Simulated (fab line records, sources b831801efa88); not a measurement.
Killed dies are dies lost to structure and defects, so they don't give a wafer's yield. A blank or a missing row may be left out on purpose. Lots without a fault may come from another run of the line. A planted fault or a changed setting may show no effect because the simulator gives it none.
fab line records | flow sky130
record lots=6 wafers=18 last_day=50
route steps=708 shown SONOS_ONO@176 GATE_OXIDE@187 POLY_GATE@204 PAD_OPEN@708
lots that met no fault: from a run of the same line without faults
start_h: hours from the record's first day to the start of the lot's first wafer shown | wait_h: hours since the lot's step before | " the same as in the row above | L1.1+2: a row that stands for several wafers | - no value, or no start given | * or withheld: withheld | < > ~ a bound
route shown NAME@n: a module of which the file shows steps, and the number in the route of the first | usual: mean/standard deviation of fault-free wafers | same: alike in all rows | chamber/n: place in a boat | sites: the reading at each site | _std_site: their standard deviation | _edge_site: outer sites' mean less inner sites' | radius_mm: how far each site lies from the wafer's centre | mask NAME#n: copy n | behind: the tool/chamber that last shaped the wafer | hold: why the lot was held/for how many hours/how that ended | device: the transistor (n, p or np) that didn't switch | end of line: the same wafers' tests at the end of the route | a step without rows: its recipe alone | killed: dies lost to structure and defects at the first sort, not the wafer's yield | map: a wafer's dies, x killed, . not, _ none there
set.NAME: the setting as run; set.NAME@STEP: as run at that earlier step | model.NAME: the simulator's own value behind a step, which no gauge read
lots at some steps of the route; a table a step, a row a wafer
services: from which hour (start_h, from the record's first day; less than 0 if before it) a tool's chamber was out of use, for how many hours, and why
## steps
# step SKY_SONOS_ONO_COAT_08
# recipe resist=NOVOLAK spin_rpm=3000 resist_thk_nm=1140
# step SKY_SONOS_ONO_SOFTBAKE_09
# recipe temp_c=90 time_s=60 resist=NOVOLAK
# step SKY_SONOS_ONO_EXPOSE_10
# recipe mask_id=ONOM target_cd_nm=410 na=0.6 source_shape=conventional sigma_outer=0.6 dose_mj=150
# step SKY_SONOS_ONO_PEB_11
# recipe temp_c=withheld time_s=* resist=NOVOLAK
# step SKY_SONOS_ONO_DEVELOP_12
# recipe develop_time_s=60 dev_temp_c=23
# step SKY_SONOS_ONO_CD_MEAS_13
# recipe target_cd_nm=410
# usual cd_nm=410.4/2.2
# columns lot.wafer tool chamber start_h wait_h cd_nm
L503.3 cd_sem-02 - 276.68 0.1 416.0
L503.4 " - " " 415.3
L503.5 " - " " 415.0
L504.1 cd_sem-02 - 296.49 0.1 410.2
L504.3 " - " " 408.9
L504.4 " - " " 410.2
L514.1 cd_sem-01 - 376.89 0.2 409.8
L514.2 " - " " 411.2
L514.4 " - " " 410.0
L516.1 cd_sem-02 - 391.12 0.1 410.6
L516.4 " - " " 411.5
L516.5 " - " " 410.8
L522.3 cd_sem-01 - 450.53 0.1 409.0
L522.4 " - " " 409.7
L522.6 " - " " 407.6
L523.4 cd_sem-01 - 469.10 0.1 409.4
L523.5 " - " " 411.1
L523.6 " - " " 412.0
# step SKY_SONOS_ONO_OVL_MEAS_14
# usual SONOS_ONO_OVL=-0.7/1.4
# columns lot.wafer tool chamber start_h wait_h SONOS_ONO_OVL[nm]
L503.3 overlay-02 - 276.78 0.1 0.1
L503.4 " - " " -0.2
L503.5 " - " " -1.4
L504.1 overlay-01 - 296.61 0.1 0.9
L504.3 " - " " -1.3
L504.4 " - " " 0.7
L514.1 overlay-01 - 377.01 0.1 -1.1
L514.2 " - " " -0.5
L514.4 " - " " -2.3
L516.1 overlay-02 - 391.24 0.1 -2.0
L516.4 " - " " -1.1
L516.5 " - " " -3.3
L522.3 overlay-01 - 450.62 0.1 1.9
L522.4 " - " " 0.2
L522.6 " - " " 3.2
L523.4 overlay-02 - 469.18 0.1 -1.7
L523.5 " - " " -0.1
L523.6 " - " " -0.6
# step SKY_SONOS_ONO_ETCH_15
# recipe target_depth_nm=19.52 chemistry=CHF3/O2 source_w=600 bias_w=200 pressure_mtorr=40 chf3_flow_sccm=50 O2_flow_sccm=5 time_s=7.8
# usual drypump_motor_current_A=5.7/0.53 oes_product_au=0.997/0.01 throttle_valve_pct=8.825/0.0095
# columns lot.wafer tool chamber start_h wait_h drypump_motor_current_A oes_product_au rf_hours_counter_h throttle_valve_pct
L503.3 rie_diel-01 2 276.80 0.0 5.3 1.016 129 8.834
L503.4 " 3 " " 6.3 1.011 6 8.836
L503.5 " 2 " " 5.3 1.004 - 8.841
L504.1 rie_diel-01 0 296.65 0.0 5.8 0.997 4 8.829
L504.3 " 1 " " 5.5 1.004 122 8.814
L504.4 " 3 " " 6.3 1.012 - 8.834
L514.1 rie_diel-02 0 377.05 0.0 4.9 1.005 0 8.824
L514.2 " 3 " " 4.8 1.003 9 8.836
L514.4 " 1 " " 6.4 0.990 6 8.812
L516.1 rie_diel-01 1 391.28 0.0 5.5 1.016 1 8.840
L516.4 " 2 " " 5.3 1.006 2 8.831
L516.5 " 0 " " 5.8 1.002 - 8.816
L522.3 rie_diel-01 2 450.65 0.0 5.3 1.003 3 8.820
L522.4 " 1 " " 5.5 1.006 2 8.844
L522.6 " 0 " " 5.8 0.997 - 8.838
L523.4 rie_diel-02 1 469.21 0.0 6.5 0.987 - 8.814
L523.5 " 3 " " 4.8 1.000 - 8.826
L523.6 " 0 " " 4.9 0.999 - 8.814
# step SKY_SONOS_ONO_WET_ETCH_16
# recipe chemistry=dHF target_depth_nm=14 dry=n2_spin target=SiO2 dilution=100:1 temp_c=25 time_s=280
# step SKY_SONOS_ONO_STRIP_17
# recipe chemistry=O2/N2 power_w=1400 pressure_mtorr=1500 platen_temp_c=withheld o2_flow_sccm=3000 n2_flow_sccm=300 overash_fraction=0.5
# usual drypump_motor_current_A=5.80/0.2 oes_product_au=0.710/0.0043 strip_time_to_endpoint_s=14.11/0.037
# columns lot.wafer tool chamber start_h wait_h drypump_motor_current_A oes_product_au rf_hours_counter_h strip_time_to_endpoint_s
L503.3 plasma_asher-01 1 276.94 0.0 5.71 0.715 - 14.11
L503.4 " 0 " " 5.57 0.712 - 14.14
L503.5 " 1 " " 5.69 0.710 - 14.08
L504.1 plasma_asher-02 1 296.76 0.0 5.88 0.717 62 14.11
L504.3 " 1 " " 5.88 0.712 - 14.07
L504.4 " 0 " " 5.68 0.714 - 14.09
L514.1 plasma_asher-02 0 377.16 0.0 5.68 0.708 70 14.10
L514.2 " 1 " " 5.86 0.704 70 14.09
L514.4 " 1 " " 5.84 0.716 - 14.13
L516.1 plasma_asher-02 1 391.41 0.0 5.92 0.716 71 14.11
L516.4 " 0 " " 5.71 0.700 - 14.10
L516.5 " 0 " " 5.70 0.713 - 14.13
L522.3 plasma_asher-02 1 450.79 0.0 5.87 0.712 - 14.14
L522.4 " 0 " " 5.67 0.714 - 14.13
L522.6 " 0 " " 5.67 0.714 - 14.18
L523.4 plasma_asher-02 0 469.34 0.0 5.68 0.707 - 14.16
L523.5 " 0 " " 5.69 0.708 - 14.16
L523.6 " 1 " " 5.86 0.712 - 14.18
# step SKY_SONOS_ONO_WET_ETCH_18
# recipe chemistry=H3PO4 target_depth_nm=15 target=Si3N4 temp_c=160 time_s=172
# step SKY_GATE_OXIDE_CLEAN_00
# recipe chemistry=SC1/SC2 mix=1:4:20 temp_c=70 time_s=150 dry=n2_spin
# step SKY_GATE_OXIDE_OXIDATION_01
# recipe temp_c=900 ambient=O2 stabilise_s=600 purge_s=300 target_thk_a=102.68 ox_time_s=1473
# usual spike_tc_bottom_C=920.3/1.1 spike_tc_centre_C=900.0/1.3 spike_tc_lower_C=900.1/1.2 spike_tc_top_C=907.3/1.1 spike_tc_upper_C=899.9/1.3 tube_center_temp_C=900/0.072 tube_center_temp_C_max=902.3/0.39
# columns lot.wafer tool chamber start_h wait_h spike_tc_bottom_C spike_tc_centre_C spike_tc_lower_C spike_tc_top_C spike_tc_upper_C tube_center_temp_C tube_center_temp_C_max model.SiO2_of_GATE_OXIDE_OXIDATION_01.thk_nm
L503.3 furnace-02 0 278.74 1.6 919.9 899.1 903.0 907.5 898.1 900.07 901.8 10.36
L503.4 " 0 " " 921.3 898.9 901.3 906.3 898.6 899.94 901.6 10.32
L503.5 " 0 " " 920.7 900.2 903.7 908.4 897.2 899.94 901.6 10.23
L504.1 furnace-01 0 299.66 2.7 918.4 899.1 898.6 906.0 900.0 900 902.6 10.55
L504.3 " 0 " " 920.1 900.1 898.9 906.6 900.3 900.1 902.7 10.57
L504.4 " 0 " " 920.1 901.4 899.7 907.3 899.2 900.11 902.0 10.59
L514.1 furnace-01 0 377.88 0.5 913.6 894.7 894.3 901.1 893.7 893.99 896.3 9.437
L514.2 " 0 " " 915.7 894.3 894.3 902.0 894.8 893.95 896.4 9.605
L514.4 " 0 " " 916.5 892.5 893.3 901.5 895.9 893.97 896.3 9.495
L516.1 furnace-01 0 393.16 1.5 915.0 892.5 892.4 901.7 894.3 894.05 895.6 9.582
L516.4 " 0 " " 914.1 896.2 893.5 902.5 896.5 894.03 896.3 9.549
L516.5 " 0 " " 913.5 896.4 892.7 899.2 893.0 894.03 896.1 9.631
L522.3 furnace-02 0 450.96 0.0 918.6 899.6 901.1 907.3 899.5 900.03 902.1 10.6
L522.4 " 0 " " 922.5 900.5 900.3 910.2 900.0 900.03 902.3 10.68
L522.6 " 0 " " 919.7 899.1 899.4 905.0 899.0 900.14 902.4 10.72
L523.4 furnace-02 0 469.96 0.4 919.6 898.6 901.0 905.4 899.5 899.86 901.9 10.65
L523.5 " 0 " " 920.0 897.1 901.8 908.1 898.7 900.05 902.6 10.62
L523.6 " 0 " " 921.1 898.6 901.5 905.8 898.5 899.99 902.7 10.45
# step SKY_GATE_OXIDE_THK_MEAS_02
# recipe reads=SiO2_of_GATE_OXIDE_OXIDATION_01
# usual GATE_OXIDE_OXIDATION_00_THK=10.31/0.18
# columns lot.wafer tool chamber start_h wait_h GATE_OXIDE_OXIDATION_00_THK[nm]
L503.3 film_metro-02 - 280.17 0.0 10.35
L503.4 " - " " 10.31
L503.5 " - " " 10.22
L504.1 film_metro-04 - 301.07 0.0 10.54
L504.3 " - " " 10.58
L504.4 " - " " 10.56
L514.1 film_metro-01 - 379.29 0.0 9.43
L514.2 " - " " 9.63
L514.4 " - " " 9.53
L516.1 film_metro-04 - 394.57 0.0 9.59
L516.4 " - " " 9.53
L516.5 " - " " 9.62
L522.3 film_metro-02 - 452.39 0.0 10.57
L522.4 " - " " 10.70
L522.6 " - " " 10.74
L523.4 film_metro-02 - 471.40 0.0 10.61
L523.5 " - " " 10.61
L523.6 " - " " 10.48
# step SKY_GATE_OXIDE_DEHYDRATE_03
# recipe temp_c=200 time_s=60
# step SKY_GATE_OXIDE_HMDS_04
# recipe prime_time_s=60 prime_temp_c=120
# step SKY_GATE_OXIDE_COAT_05
# recipe resist=NOVOLAK spin_rpm=3000 resist_thk_nm=1140
# step SKY_GATE_OXIDE_SOFTBAKE_06
# recipe temp_c=90 time_s=60 resist=NOVOLAK
# step SKY_GATE_OXIDE_EXPOSE_07
# recipe mask_id=LVOM na=0.6 source_shape=conventional sigma_outer=0.6 polarization=unpolarized target_cd_nm=600 dose_mj=170
# step SKY_GATE_OXIDE_PEB_08
# recipe temp_c=withheld time_s=* resist=NOVOLAK
# step SKY_GATE_OXIDE_DEVELOP_09
# recipe resist=NOVOLAK developer=TMAH develop_time_s=60 dev_temp_c=23
# step SKY_GATE_OXIDE_OVL_MEAS_10
# usual GATE_OXIDE_OVL=-0.7/1.5
# columns lot.wafer tool chamber start_h wait_h GATE_OXIDE_OVL[nm]
L503.3 overlay-02 - 304.19 0.1 -2.8
L503.4 " - " " -3.8
L503.5 " - " " -1.3
L504.1 overlay-01 - 327.22 0.1 0.5
L504.3 " - " " 0.9
L504.4 " - " " 2.0
L514.1 overlay-02 - 408.14 0.1 -1.9
L514.2 " - " " -1.7
L514.4 " - " " -1.6
L516.1 overlay-02 - 423.69 0.1 -5.0
L516.4 " - " " -5.6
L516.5 " - " " -3.4
L522.3 overlay-02 - 482.76 0.1 -1.1
L522.4 " - " " -1.7
L522.6 " - " " -2.7
L523.4 overlay-02 - 501.37 0.1 0.6
L523.5 " - " " 2.0
L523.6 " - " " 2.2
# step SKY_GATE_OXIDE_IMPLANT_11
# recipe species=B energy_kev=10 dose_cm2=2.6e+12 tilt_deg=withheld
# step SKY_GATE_OXIDE_WET_ETCH_12
# recipe chemistry=dHF target_depth_nm=16.8 dry=n2_spin target=SiO2 dilution=100:1 temp_c=25 time_s=336
# step SKY_GATE_OXIDE_STRIP_13
# recipe chemistry=O2/N2 power_w=1400 pressure_mtorr=1500 platen_temp_c=withheld o2_flow_sccm=3000 n2_flow_sccm=300 overash_fraction=0.5
# usual drypump_motor_current_A=5.77/0.11 oes_product_au=0.715/0.0046 strip_time_to_endpoint_s=14.20/0.04
# columns lot.wafer tool chamber start_h wait_h drypump_motor_current_A oes_product_au rf_hours_counter_h strip_time_to_endpoint_s
L503.3 plasma_asher-04 0 304.60 0.0 5.90 0.710 - 14.14
L503.4 " 1 " " 5.93 0.708 - 14.17
L503.5 " 0 " " 5.91 0.720 - 14.18
L504.1 plasma_asher-01 1 327.53 0.0 5.77 0.709 64 14.27
L504.3 " 0 " " 5.62 0.717 - 14.23
L504.4 " 1 " " 5.76 0.718 - 14.23
L514.1 plasma_asher-02 0 408.43 0.0 5.67 0.721 73 14.18
L514.2 " 1 " " 5.86 0.715 73 14.09
L514.4 " 1 " " 5.86 0.720 - 14.15
L516.1 plasma_asher-02 0 423.98 0.0 5.70 0.712 74 14.20
L516.4 " 0 " " 5.69 0.713 - 14.24
L516.5 " 0 " " 5.69 0.714 - 14.22
L522.3 plasma_asher-04 1 483.07 0.0 5.91 0.709 - 14.16
L522.4 " 0 " " 5.91 0.713 - 14.14
L522.6 " 1 " " 5.95 0.719 - 14.12
L523.4 plasma_asher-04 1 501.77 0.0 5.93 0.715 - 14.20
L523.5 " 1 " " 5.91 0.714 - 14.20
L523.6 " 0 " " 5.93 0.712 - 14.18
# step SKY_GATE_OXIDE_TW_MEAS_14
# usual GATE_OXIDE_TW=226.0/1.2
# columns lot.wafer tool chamber start_h wait_h GATE_OXIDE_TW
L503.3 film_metro-04 - 304.68 0.1 227.1
L503.4 " - " " 227.7
L503.5 " - " " 226.8
L504.1 film_metro-04 - 327.63 0.1 226.2
L504.3 " - " " 225.5
L504.4 " - " " 226.0
L514.1 film_metro-02 - 408.53 0.1 224.2
L514.2 " - " " 224.8
L514.4 " - " " 225.7
L516.1 film_metro-01 - 424.08 0.1 224.3
L516.4 " - " " 225.2
L516.5 " - " " 226.7
L522.3 film_metro-04 - 483.16 0.1 225.4
L522.4 " - " " 226.4
L522.6 " - " " 227.8
L523.4 film_metro-01 - 501.87 0.1 226.0
L523.5 " - " " 224.8
L523.6 " - " " 225.0
# step SKY_GATE_OXIDE_CLEAN_15
# recipe chemistry=SC1/SC2 mix=1:4:20 temp_c=70 time_s=150 dry=n2_spin
# step SKY_GATE_OXIDE_OXIDATION_16
# recipe temp_c=800 ambient=O2 idle_temp_c=700 ramp_up_c_per_min=10 ramp_down_c_per_min=3 stabilise_s=600 purge_s=300 target_thk_a=35.7 ox_time_s=1915
# usual spike_tc_bottom_C=821.4/1.2 spike_tc_centre_C=799.8/1.1 spike_tc_lower_C=800.2/1.2 spike_tc_top_C=809.2/0.99 spike_tc_upper_C=799.5/1.1 tube_center_temp_C=800/0.074 tube_center_temp_C_max=802.0/0.33
# columns lot.wafer tool chamber start_h wait_h spike_tc_bottom_C spike_tc_centre_C spike_tc_lower_C spike_tc_top_C spike_tc_upper_C tube_center_temp_C tube_center_temp_C_max model.SiO2_of_GATE_OXIDE_OXIDATION_01.thk_nm
L503.3 furnace-01 0 304.93 0.2 821.7 801.1 800.0 809.0 800.4 799.99 801.8 11.71
L503.4 " 0 " " 821.1 800.9 799.7 808.8 798.6 800.03 802.1 11.7
L503.5 " 0 " " 820.0 798.7 800.1 809.4 799.9 800.07 801.7 11.61
L504.1 furnace-01 0 327.94 0.2 821.2 801.2 799.4 807.6 800.8 800.05 802.3 11.9
L504.3 " 0 " " 821.7 802.4 798.1 808.8 801.0 800.19 802.8 11.93
L504.4 " 0 " " 820.9 801.1 800.0 809.6 799.2 800 802.5 11.95
L514.1 furnace-02 0 411.23 2.6 820.8 799.3 801.7 810.1 801.4 800.07 802.2 10.84
L514.2 " 0 " " 823.4 799.2 800.9 808.5 799.3 800.05 802.4 10.98
L514.4 " 0 " " 822.4 800.6 801.7 808.9 799.7 799.99 802.5 10.91
L516.1 furnace-02 0 427.20 3.0 823.2 798.6 800.2 807.0 800.7 799.99 801.7 10.96
L516.4 " 0 " " 821.5 800.1 800.0 811.8 798.4 800.04 801.9 10.91
L516.5 " 0 " " 821.0 798.7 801.3 810.3 799.4 799.98 802.3 11.02
L522.3 furnace-02 0 483.32 0.0 821.5 798.9 800.1 811.3 799.9 799.96 801.7 11.92
L522.4 " 0 " " 822.2 798.3 802.0 809.0 799.1 800 802.1 11.98
L522.6 " 0 " " 822.8 799.5 802.3 808.6 798.6 799.99 801.7 12.04
L523.4 furnace-02 0 501.95 0.0 822.0 798.2 800.9 808.9 798.8 799.98 802.4 11.98
L523.5 " 0 " " 820.3 798.4 800.0 810.4 800.9 800.03 801.7 11.95
L523.6 " 0 " " 822.6 798.7 799.8 809.3 798.5 799.95 801.9 11.78
# step SKY_POLY_GATE_CVD_00
# recipe material=poly-Si target_thk_nm=180 temp_c=620 time_s=720 pressure_mtorr=200
# step SKY_PAD_OPEN_PROBE_99
# usual killed_at_M0_to_M3=43/7.7 killed_at_M4_up=2.9/1.9 killed_at_contacts=24/5.9 killed_at_front_end=16/5.1 killed_at_other=0.3/0.63 killed_dies=86/10 killed_open=47/7.6 killed_short=39/6.8
# same gross_dies=492 killed_at_back_side=0
# columns lot.wafer tool chamber start_h wait_h killed_at_M0_to_M3 killed_at_M4_up killed_at_contacts killed_at_front_end killed_at_other killed_dies killed_open killed_short model.etest.nfet_16v.r_on_ohm_um model.etest.pfet_g5v0d10v5.r_on_ohm_um model.etest.tip_sonos.rs_ohm_sq model.etest.nfet_g5v0d10v5.r_on_ohm_um model.etest.nfet_g5v0d10v5.drive_ua_um model.etest.nfet_05v0_nvt.drive_ua_um model.etest.pfet_g5v0d10v5.drive_ua_um model.etest.nfet_16v.drive_ua_um
L503.3 prober-01 - 1072.17 0.2 33 4 27 15 0 79 36 43 1.417e+04 4804 2601 1922 596.1 568.7 342 217.9
L503.4 prober-01 - 1072.22 0.2 41 4 32 16 1 94 50 42 1.413e+04 4762 2637 1890 604.7 569.4 342.5 219.1
L503.5 prober-01 - 1072.27 0.2 39 4 29 21 0 93 54 37 1.413e+04 4749 2587 1887 603.5 574.8 344.5 220.2
L504.1 prober-01 - 1083.67 0.1 55 0 24 15 0 94 51 43 1.431e+04 4765 2646 1895 592.2 565.7 338.6 216.9
L504.3 prober-01 - 1083.77 0.2 47 3 22 10 1 83 44 39 1.438e+04 4714 2640 1901 585.4 564.8 343.4 215.8
L504.4 prober-01 - 1083.82 0.2 41 10 30 14 0 95 46 49 1.452e+04 4815 2608 1935 584.4 557.3 337 213.4
L514.1 prober-01 - 1145.66 0.1 46 2 17 23 3 91 59 31 1.338e+04 4625 2402 1812 645.7 610.8 356.5 243.7
L514.2 prober-01 - 1145.71 0.1 42 5 25 18 0 90 46 43 1.331e+04 4636 2456 1796 643.1 608.5 354.9 240.3
L514.4 prober-01 - 1145.81 0.2 45 4 24 18 1 92 50 41 1.348e+04 4602 2430 1819 639.6 609.4 354.9 238.4
L516.1 prober-01 - 1155.04 0.1 34 3 23 13 0 73 29 44 1.334e+04 4551 2479 1792 639.9 605 363.6 238
L516.4 prober-01 - 1155.19 0.2 37 0 22 21 0 80 40 40 1.348e+04 4575 2486 1808 644.8 608.3 357 240.1
L516.5 prober-01 - 1155.24 0.2 43 3 29 11 0 86 52 34 1.35e+04 4697 2541 1848 644.6 606.2 351.9 237
L522.3 prober-01 - 1184.01 0.2 42 4 25 21 1 93 50 43 1.433e+04 4772 2845 1919 589.3 559.2 338.9 214.9
L522.4 prober-01 - 1184.06 0.2 56 4 18 20 0 98 46 52 1.448e+04 4837 2877 1933 590.9 560.5 335 213.9
L522.6 prober-01 - 1184.16 0.2 48 4 19 17 0 88 42 46 1.45e+04 4797 2902 1919 586.7 560.2 334.7 211.5
L523.4 prober-02 - 1194.45 0.2 39 6 19 18 0 82 38 44 1.439e+04 4783 2748 1931 591.1 561.3 337.1 212.3
L523.5 prober-02 - 1194.50 0.2 34 3 24 21 0 82 45 37 1.438e+04 4800 2768 1926 585.5 560.6 335.5 213.6
L523.6 prober-02 - 1194.55 0.2 37 1 19 12 0 69 41 28 1.425e+04 4774 2720 1892 593.7 572.3 340.5 217.8
# killed by level:class
L503.3 CONTACT:geometric_particle:open=11 FIELD_ISO:geometric_particle:short=7 VIA3:geometric_particle:open=6 LI_CONTACT:geometric_particle:open=5 VIA1:geometric_particle:short=5 METAL2:geometric_particle:short=5 CONTACT:geometric_particle:short=4 LI_CONTACT:geometric_particle:short=4
L503.4 CONTACT:geometric_particle:open=12 LI_CONTACT:geometric_particle:open=9 VIA3:geometric_particle:open=8 FIELD_ISO:geometric_particle:short=6 VIA1:geometric_particle:open=6 LI_CONTACT:geometric_particle:short=5 VIA2:geometric_particle:open=5 METAL2:geometric_particle:short=4
L503.5 CONTACT:geometric_particle:open=11 LI_CONTACT:geometric_particle:open=10 VIA1:geometric_particle:open=8 VIA2:geometric_particle:open=7 FIELD_ISO:geometric_particle:short=6 CONTACT:geometric_particle:short=5 METAL2:geometric_particle:short=5 VIA3:geometric_particle:open=5
L504.1 VIA1:geometric_particle:open=11 METAL1:geometric_particle:short=11 VIA2:geometric_particle:open=9 VIA3:geometric_particle:open=9 LOCAL_INTERCONNECT:geometric_particle:short=7 METAL2:geometric_particle:short=6 LI_CONTACT:geometric_particle:open=5 CONTACT:geometric_particle:open=5
L504.3 LI_CONTACT:geometric_particle:open=9 VIA1:geometric_particle:open=8 CONTACT:geometric_particle:open=7 METAL2:geometric_particle:short=7 METAL1:geometric_particle:short=6 VIA2:geometric_particle:open=6 VIA2:geometric_particle:short=5 FIELD_ISO:geometric_particle:short=4
L504.4 CONTACT:geometric_particle:open=11 VIA1:geometric_particle:short=9 CONTACT:geometric_particle:short=8 METAL1:geometric_particle:short=8 VIA1:geometric_particle:open=7 LI_CONTACT:geometric_particle:open=5 METAL2:geometric_particle:short=5 FIELD_ISO:geometric_particle:open=4
L514.1 VIA2:geometric_particle:open=13 VIA3:geometric_particle:open=10 FIELD_ISO:geometric_particle:open=9 VIA1:geometric_particle:open=9 CONTACT:geometric_particle:open=5 LOCAL_INTERCONNECT:geometric_particle:short=4 FIELD_ISO:geometric_particle:short=3 POLY_GATE:geometric_particle:short=3
L514.2 LI_CONTACT:geometric_particle:open=9 METAL2:geometric_particle:short=8 VIA3:geometric_particle:open=8 CONTACT:geometric_particle:open=6 POLY_GATE:geometric_particle:short=6 VIA1:geometric_particle:open=6 CONTACT:geometric_particle:short=5 VIA3:geometric_particle:short=4
L514.4 VIA2:geometric_particle:open=13 LI_CONTACT:geometric_particle:open=9 FIELD_ISO:geometric_particle:short=7 METAL1:geometric_particle:short=7 VIA1:geometric_particle:open=7 CONTACT:geometric_particle:open=6 VIA3:geometric_particle:open=5 POLY_GATE:geometric_particle:open=4
L516.1 LOCAL_INTERCONNECT:geometric_particle:short=7 VIA1:geometric_particle:open=7 METAL1:geometric_particle:short=6 LI_CONTACT:geometric_particle:open=5 CONTACT:geometric_particle:short=5 CONTACT:geometric_particle:open=4 VIA3:geometric_particle:short=4 VIA1:geometric_particle:short=4
L516.4 FIELD_ISO:geometric_particle:short=10 VIA3:geometric_particle:open=9 LI_CONTACT:geometric_particle:open=7 VIA1:geometric_particle:open=7 LOCAL_INTERCONNECT:geometric_particle:short=6 CONTACT:geometric_particle:open=6 VIA2:geometric_particle:open=5 POLY_GATE:geometric_particle:short=3
L516.5 LI_CONTACT:geometric_particle:open=9 VIA1:geometric_particle:open=8 CONTACT:geometric_particle:open=8 VIA3:geometric_particle:open=8 VIA2:geometric_particle:open=6 METAL1:geometric_particle:short=5 FIELD_ISO:geometric_particle:open=4 LOCAL_INTERCONNECT:geometric_particle:open=4
L522.3 VIA2:geometric_particle:open=9 VIA1:geometric_particle:open=8 LI_CONTACT:geometric_particle:open=7 CONTACT:geometric_particle:open=7 POLY_GATE:geometric_particle:short=6 LOCAL_INTERCONNECT:geometric_particle:short=6 METAL1:geometric_particle:short=6 METAL2:geometric_particle:short=5
L522.4 VIA1:geometric_particle:open=19 VIA1:geometric_particle:short=10 POLY_GATE:geometric_particle:short=6 LOCAL_INTERCONNECT:geometric_particle:short=6 CONTACT:geometric_particle:open=6 METAL1:geometric_particle:short=6 VIA3:geometric_particle:open=6 METAL2:geometric_particle:short=6
L522.6 VIA1:geometric_particle:open=10 METAL2:geometric_particle:short=9 VIA2:geometric_particle:open=7 LOCAL_INTERCONNECT:geometric_particle:short=5 VIA1:geometric_particle:short=5 VIA3:geometric_particle:open=5 FIELD_ISO:geometric_particle:short=4 METAL1:geometric_particle:short=4
L523.4 VIA1:geometric_particle:open=10 METAL2:geometric_particle:short=7 FIELD_ISO:geometric_particle:short=6 VIA3:geometric_particle:open=5 CONTACT:geometric_particle:open=5 METAL4:geometric_particle:short=5 FIELD_ISO:geometric_particle:open=4 POLY_GATE:geometric_particle:short=4
L523.5 CONTACT:geometric_particle:open=6 LOCAL_INTERCONNECT:geometric_particle:short=6 METAL2:geometric_particle:short=6 VIA2:geometric_particle:open=6 FIELD_ISO:geometric_particle:open=5 VIA1:geometric_particle:open=5 FIELD_ISO:geometric_particle:short=4 LI_CONTACT:geometric_particle:open=4
L523.6 CONTACT:geometric_particle:open=8 VIA2:geometric_particle:open=8 VIA1:geometric_particle:open=6 LI_CONTACT:geometric_particle:open=4 METAL2:geometric_particle:short=4 VIA3:geometric_particle:open=4 SPACER:geometric_particle:short=3 LOCAL_INTERCONNECT:geometric_particle:short=3
## services
# columns tool chamber start_h hours kind
furnace-02 - 252.88 3.2 pm
furnace-02 - 256.01 4.6 repair
rie_diel-02 3 265.19 7.6 repair
rie_diel-02 1 272.88 1.7 repair
plasma_asher-02 - 277.96 14.2 repair
rie_diel-01 2 294.79 - clean
rie_diel-01 2 294.79 15.2 scheduled_down
rie_diel-01 2 294.79 15.2 vent_cycle
plasma_asher-01 - 310.42 0.4 repair
furnace-02 - 323.03 3.7 pm
rie_diel-01 1 326.20 - clean
rie_diel-01 1 326.20 18.2 scheduled_down
rie_diel-01 1 326.20 18.2 vent_cycle
furnace-01 - 331.00 3.2 pm
plasma_asher-01 - 359.78 2.1 repair
rie_diel-02 0 359.92 11.5 repair
furnace-01 - 394.68 12.9 repair
furnace-02 - 421.18 3.3 pm
plasma_asher-01 - 421.25 9.0 pm
rie_diel-02 2 444.63 2.4 repair
rie_diel-01 - 467.68 0.8 repair
rie_diel-02 2 468.38 12.5 repair
rie_diel-02 3 496.28 13.3 repair
furnace-01 - 498.76 4.1 pm
## key
first_sign step=SKY_GATE_OXIDE_OXIDATION_01 reading=tube_center_temp_C direction=down sigmas=67 usual=* struck=*
effect step=SKY_GATE_OXIDE_OXIDATION_01 reading=tube_center_temp_C_max direction=down sigmas=16 usual=* struck=*
effect step=SKY_GATE_OXIDE_THK_MEAS_02 reading=GATE_OXIDE_OXIDATION_00_THK direction=down sigmas=4.1 usual=10.31 struck=9.56
model_effect step=SKY_GATE_OXIDE_OXIDATION_01 value=SiO2_of_GATE_OXIDE_OXIDATION_01.thk_nm without=10.21 struck=9.55
model_effect step=SKY_GATE_OXIDE_OXIDATION_16 value=SiO2_of_GATE_OXIDE_OXIDATION_01.thk_nm without=11.55 struck=10.94
model_effect step=SKY_PAD_OPEN_PROBE_99 value=etest.nfet_16v.r_on_ohm_um without=1.377e+04 struck=1.342e+04
met_at SKY_GATE_OXIDE_OXIDATION_01
struck_wafers L514.1,L514.2,L514.4,L516.1,L516.4,L516.5
tester_left_out L514,L516
onset_between 299.66 377.88
fault kind=process_parameter_drift tool=furnace-01 chamber=- onset_h=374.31 steps=SKY_GATE_OXIDE_OXIDATION_01 channel=temp_c offset=* shape=step end_h=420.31 acts_in=* stated=*
# tester_left_out: of these lots the tester's yield and bins aren't shown, on N5 and GAA mostly nor the transistor test; their killed dies are dies lost to structure and defects alone, not to doping, threshold or leakage, so they don't give the yield
